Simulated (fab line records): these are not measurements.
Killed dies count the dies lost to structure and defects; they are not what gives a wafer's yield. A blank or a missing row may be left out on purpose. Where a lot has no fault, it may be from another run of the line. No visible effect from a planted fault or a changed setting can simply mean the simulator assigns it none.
The same fault as seen by 2 desks || flow gf180mcu || what lay behind the numbers comes last; until then each desk has only its own

== FOR THE TOOL OWNER'S DESK: plasmaAsher-01 ==
The tool's own readings at GF_M5_STRIP_11 (strips in O2/N2): means of the sampled wafers that have a number, for each lot that ran on this tool. A lot is out of limits, marked OUT, if its mean lies more than 4 standard deviations from the usual mean; the brackets give that distance.
Columns: A = drypumpMotorCurrentA at GF_M5_STRIP_11, usual 5.7 A; B = heaterPowerW at GF_M5_STRIP_11, usual 317 W; C = oesProductAu at GF_M5_STRIP_11, usual 0.544 a.u.; D = stripTimeToEndpointS at GF_M5_STRIP_11, usual 7.54 s
{"lot": "L874", "first seen here": "day 29 11:46", "A": 5.8, "B": 313, "C": 0.541, "D": 7.55}
{"lot": "L875", "first seen here": "day 29 15:36", "A": 5.9, "B": 316, "C": 0.542, "D": 7.49}
{"lot": "L886", "first seen here": "day 32 09:33", "A": 5.8, "B": 296, "C": 0.541, "D": 7.51}
{"lot": "L887", "first seen here": "day 32 18:48", "A": 5.5, "B": 307, "C": 0.544, "D": 7.53}
{"lot": "L888", "first seen here": "day 33 01:08", "A": 5.8, "B": 298, "C": 0.544, "D": 7.54}
This desk's finding: nothing out of limits on any of the 5 lots.

== METROLOGY DESK ==
What the gauges read for every lot (on any tool): the sampled wafers with a number, averaged. A lot is out of limits, marked OUT, if its mean lies more than 4 standard deviations from the usual mean; the brackets give that distance.
Columns: A = V5_BOW at GF_V5_BOW_MEAS_05, usual 131 um
{"lot": "L867", "first seen here": "day 27 00:13", "A": 135}
{"lot": "L868", "first seen here": "day 27 06:04", "A": 135}
{"lot": "L870", "first seen here": "day 28 00:22", "A": 125}
{"lot": "L874", "first seen here": "day 29 12:55", "A": 125}
{"lot": "L875", "first seen here": "day 29 17:05", "A": 150}
{"lot": "L882", "first seen here": "day 31 12:41", "A": 124}
{"lot": "L884", "first seen here": "day 32 05:46", "A": 137}
{"lot": "L883", "first seen here": "day 32 06:32", "A": 122}
{"lot": "L885", "first seen here": "day 32 07:26", "A": 130}
{"lot": "L886", "first seen here": "day 32 12:15", "A": 130}
{"lot": "L887", "first seen here": "day 32 19:58", "A": 139}
{"lot": "L888", "first seen here": "day 33 02:22", "A": 130}
{"lot": "L889", "first seen here": "day 33 03:40", "A": 122}
This desk's finding: nothing out of limits on any of the 13 lots.

== PUT TOGETHER ==
Nothing out of limits was seen by the tool owner's desk.
The metrology desk saw nothing out of limits.

== WHAT THE SIMULATOR HAD INSERTED ==
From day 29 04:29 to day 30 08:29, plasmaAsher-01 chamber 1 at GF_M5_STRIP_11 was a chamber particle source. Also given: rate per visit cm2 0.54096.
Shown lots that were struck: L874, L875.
